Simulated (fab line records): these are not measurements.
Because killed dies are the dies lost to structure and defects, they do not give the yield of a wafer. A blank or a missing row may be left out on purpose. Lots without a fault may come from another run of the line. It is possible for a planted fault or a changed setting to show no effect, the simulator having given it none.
Struck lot and sound lot, side by side | flow sky130 | 32 out of 708 route steps
Sound: these wafers, L193.1, L193.2, L193.3. Struck: wafers L202.1, L202.5 (left out: L202.2, a lot-mate that was not struck); the cause follows at the end.
Order at every step that has rows: each side's tool, ch and its chambers, its first start. Under that, the readings that differ: sound wafers | struck wafers | difference of the means | sigmas: that difference in standard deviations of wafers without a fault.
alike: a reading whose means differ by less than 2 such deviations, as well as words and numbers matching on both sides. not compared: withheld readings; readings where some wafer has no value; bounds like >300 that might hide an equal value; numbers whose values overlap and for which the record gives no deviation.
A row with sigmas, a row that says differs or no value, or rows on one side alone: a step with any of these is where the two part. Numbers that don't overlap but have no deviation are shown without sigmas and don't part them. A reading missing from all wafers of one side parts the sides only when that side holds two or more wafers.

first, 1 step without rows for these wafers: SKY_VIA1_ETCH_15 (etches SiO2 in C4F8/O2/Ar, stops on TiN, target depth 351 nm, time 54 s).
SKY_VIA1_STRIP_16: strips in O2/N2.
  sound on plasma_asher-01 ch 0,1, day 34 11:28; struck on plasma_asher-04 ch 0,1, day 37 06:55
  alike: drypump_motor_current_A, oes_product_au, strip_time_to_endpoint_s
  not compared: rf_hours_counter_h
then, 4 steps without rows for these wafers: SKY_VIA1_STRIP_17 (strips in post etch residue remover, time 1200 s); SKY_VIA1_CLEAN_18 (cleans in IPA, time 180 s); SKY_VIA1_CLEAN_19 (cleans in O3/DIW); SKY_VIA1_SPUTTER_20 (material TiN, target thk 20 nm, time 80 s).
SKY_VIA1_CVD_21: deposits W, target thk 270 nm, time 80.902 s.
  sound on cvd_w-01 ch 0,1, day 34 12:09; struck on cvd_w-02 ch 0,1, day 37 07:36
  alike: heater_power_w
SKY_VIA1_RS_MEAS_22: uses a four-point probe to measure.
  sound on film_metro-03, day 34 12:15; struck on film_metro-03, day 37 07:42
  alike: VIA1_W_RS
SKY_VIA1_THK_MEAS_23: measures by xrf.
  sound on film_metro-03, day 34 12:22; struck on film_metro-03, day 37 07:49
  alike: VIA1_W_THK
SKY_VIA1_CMP_24: polishes, stops on SiO2, t overpolish 15 s, target thk 0 nm.
  sound on cmp-02 ch 1,2,3, day 34 12:26; struck on cmp-02 ch 0,1, day 37 07:59
  alike: motor_current_A, overpolish_run_s, time_to_endpoint_s
SKY_METAL2_SPUTTER_00: material Ti, target thk 15 nm, time 10 s.
  sound on pvd_sputter-01, day 34 12:44; struck on pvd_sputter-01, day 37 08:11
  alike: throttle_valve_pct
then, 1 step without rows for these wafers: SKY_METAL2_SPUTTER_01 (material TiN, target thk 20 nm, time 16.7 s).
SKY_METAL2_SPUTTER_02: material AlCu, target thk 250 nm, time 13.3 s.
  sound on pvd_sputter-01, day 34 12:47; struck on pvd_sputter-01, day 37 08:13
  reading                                     | sound             | struck      | difference | sigmas
  model.AlCu_of_METAL2_SPUTTER_02.thk_nm (nm) | 253.2 250.3 247.5 | 165.9 167.5 | -83.6      |
  alike: throttle_valve_pct
SKY_METAL2_SPUTTER_03: material Ti, target thk 5 nm, time 3.3 s.
  sound on pvd_sputter-01, day 34 12:48; struck on pvd_sputter-01, day 37 08:15
  alike: throttle_valve_pct
then, 1 step without rows for these wafers: SKY_METAL2_SPUTTER_04 (material TiN, target thk 70 nm, time 58.3 s).
SKY_METAL2_RS_MEAS_05: uses a four-point probe to measure.
  sound on film_metro-01, day 34 12:52; struck on film_metro-03, day 37 08:19
  reading                 | sound                | struck        | difference | sigmas
  METAL2_ALCU_RS (ohm/sq) | 0.1254 0.1269 0.1287 | 0.1940 0.1920 | +0.0660    | +44
SKY_METAL2_THK_MEAS_06: measures by xrf.
  sound on film_metro-01, day 34 12:59; struck on film_metro-03, day 37 08:26
  reading              | sound             | struck      | difference | sigmas
  METAL2_ALCU_THK (nm) | 253.2 250.7 248.3 | 162.2 164.7 | -87.3      | -29
then, 8 steps without rows for these wafers: SKY_METAL2_DEHYDRATE_07 (time 60 s); SKY_METAL2_HMDS_08 (prime time 60 s); SKY_METAL2_COAT_09 (resist thk 60 nm); SKY_METAL2_COAT_10 (resist thk 450 nm); SKY_METAL2_SOFTBAKE_11 (time 90 s); SKY_METAL2_EXPOSE_12 (exposes mask MM2, target cd 140 nm); SKY_METAL2_PEB_13; SKY_METAL2_DEVELOP_14 (develop time 60 s).
SKY_METAL2_CD_MEAS_15: target cd 140 nm.
  sound on cd_sem-01, day 35 15:13; struck on cd_sem-02, day 38 10:43
  alike: cd_nm
SKY_METAL2_OVL_MEAS_16:
  sound on overlay-02, day 35 15:20; struck on overlay-01, day 38 10:50
  alike: METAL2_OVL
then, 2 steps without rows for these wafers: SKY_METAL2_DESCUM_17 (chemistry O2, time 8 s); SKY_METAL2_ETCH_18 (etches BARC in N2/H2, stops on SiO2, time 45.9 s, target depth 60 nm).
SKY_METAL2_METAL_ETCH_19: etches the open film in Cl2/BCl3, stops on SiO2, target depth 360 nm, time 78 s.
  sound on rie_metal-04 ch 0,1, day 35 15:28; struck on rie_metal-01 ch 0,1, day 38 10:58
  reading               | sound             | struck      | difference | sigmas
  oes_product_au (a.u.) | 0.853 0.852 0.846 | 0.771 0.765 | -0.082     | -13
  alike: drypump_motor_current_A, he_backside_leak_sccm, mfc_cl2_sccm, throttle_valve_pct
  not compared: rf_hours_counter_h
then, 1 step without rows for these wafers: SKY_METAL2_STRIP_20 (strips in O2/N2).
-- the record jumps here: 10 days lie between the struck wafers' starts before and after (it left off in module METAL2 and takes up again in module PAD_OPEN, whose first step shown is number 708 of the route) --
SKY_PAD_OPEN_PROBE_99:
  sound on prober-02, day 46 03:38; struck on prober-01, day 48 12:35
  reading                      | sound                | struck       | difference | sigmas
  killed_at_M0_to_M3           | 52 53 46             | 42 31        | -14        | -2
  sort_bin_6_memory (%)        | 8.1 6.9 7.9          | 4.7 5.7      | -2.4       | -2
  model.etest.met2.line_ohm_um | 0.9035 0.9045 0.9694 | 1.348 1.428  | +0.462     |
  model.etest.met2.rs_ohm_sq   | 0.1268 0.1272 0.1317 | 0.1983 0.196 | +0.0686    |
  alike: defect_limited_yield, killed_at_M4_up, killed_at_contacts, killed_at_front_end, killed_at_other, killed_dies, killed_open, killed_short, sort_bin_3_pad_short, sort_bin_5_function, sort_n_pass, sort_yield_pct

## WHERE THEY PART
First at SKY_METAL2_RS_MEAS_05; last, within this record, at SKY_PAD_OPEN_PROBE_99.

WHY: whatever the simulator had introduced
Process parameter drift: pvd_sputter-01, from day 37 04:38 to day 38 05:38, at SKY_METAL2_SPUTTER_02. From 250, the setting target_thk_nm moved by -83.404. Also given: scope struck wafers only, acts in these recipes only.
